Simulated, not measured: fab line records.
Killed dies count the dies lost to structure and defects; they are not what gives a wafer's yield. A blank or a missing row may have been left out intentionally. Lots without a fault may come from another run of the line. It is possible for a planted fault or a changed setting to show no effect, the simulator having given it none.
Which tool did it? | flow sky130 | 36 wafers from 12 lots sampled at 2 of the route's 708 steps

## WHAT THE GAUGES READ, wafer by wafer
SKY_METAL4_CD_MEAS_13: the cd target is 300 nm.
lot  | measured     | on        | cd-nm (nm)
L232 | day 41 04:35 | cd-sem-02 | 299.7 300.4 299.8
L234 | day 42 03:43 | cd-sem-02 | 299.1 299.4 298.3
L235 | day 42 07:17 | cd-sem-01 | 300.6 300.8 300.2
L236 | day 42 23:28 | cd-sem-01 | 299.1 300.1 299.3
L237 | day 43 00:28 | cd-sem-02 | 301.8 301.7 303.2
L242 | day 44 20:17 | cd-sem-01 | 301.5 301.4 302.6
L243 | day 45 01:20 | cd-sem-02 | 300.9 301.2 301.1
L245 | day 46 00:14 | cd-sem-01 | 299.3 298.5 299.5
L247 | day 46 11:49 | cd-sem-01 | 299.5 299.7 300.8
L249 | day 46 14:43 | cd-sem-01 | 300.0 297.5 299.3
L250 | day 46 17:20 | cd-sem-01 | 299.9 298.3 297.8
L251 | day 46 20:21 | cd-sem-01 | 300.0 299.4 301.2

## WHAT TOOL EACH LOT RAN ON (gives the tool, then ch and the chambers of the sampled wafers, and finally the start)
lot  | SKY_METAL3_STRIP_20
L232 | wet-bench-03 ch 3, day 37 23:04
L234 | wet-bench-04 ch 1, day 39 00:16
L235 | wet-bench-04 ch 2, day 39 02:16
L236 | wet-bench-03 ch 0, day 39 19:52
L237 | wet-bench-01 ch 3, day 39 20:16
L242 | wet-bench-04 ch 2, day 41 21:04
L243 | wet-bench-04 ch 0, day 41 23:34
L245 | wet-bench-04 ch 0, day 43 03:37
L247 | wet-bench-03 ch 0, day 43 16:47
L249 | wet-bench-03 ch 0, day 43 20:58
L250 | wet-bench-03 ch 0, day 43 22:25
L251 | wet-bench-03 ch 0, day 44 02:01
- SKY_METAL3_STRIP_20: strips in post etch residue remover, time 1200 s.

## WHAT THE TOOLS THEMSELVES READ (means of the sampled wafers that have a number; where no wafer has one, the mark that the record gives instead)
SKY_METAL3_STRIP_20.
lot  | tool         | bath-heat-duty-pct (%)
L232 | wet-bench-03 | 13.2
L234 | wet-bench-04 | 17.9
L235 | wet-bench-04 | 15.9
L236 | wet-bench-03 | 16.6
L237 | wet-bench-01 | 18.4
L242 | wet-bench-04 | 14.9
L243 | wet-bench-04 | 13.4
L245 | wet-bench-04 | 13.2
L247 | wet-bench-03 | 17.4
L249 | wet-bench-03 | 17.7
L250 | wet-bench-03 | 17.0
L251 | wet-bench-03 | 15.5

## THE ANSWER, worked out from the rows above alone
Rule: the usual values come from the lots themselves. The widest of any qualifying gaps counts: lots, ordered by their means at a reading, are off when they make up no more than a third of the lots, leave a main group of 4 or more, and stand apart from it by 3 or more times the standard deviation of that group's means. A main group is skipped when, at the precision printed for the reading in the tables above, its means are all equal. A lot without any number at a reading at which 4 lots or more have one is off too. All remaining lots with rows at the step are treated as sound. The gauges are gone through in route order, then the tools' own readings, and for those a lot's mean is taken as printed above. At the first step where some lot is off, the reading lying furthest off is the one used; lots without a number count as furthest.
No lot is off on any of the readings shown, so nothing can be concluded from this.

## WHAT HAD BEEN PUT IN BY THE SIMULATOR
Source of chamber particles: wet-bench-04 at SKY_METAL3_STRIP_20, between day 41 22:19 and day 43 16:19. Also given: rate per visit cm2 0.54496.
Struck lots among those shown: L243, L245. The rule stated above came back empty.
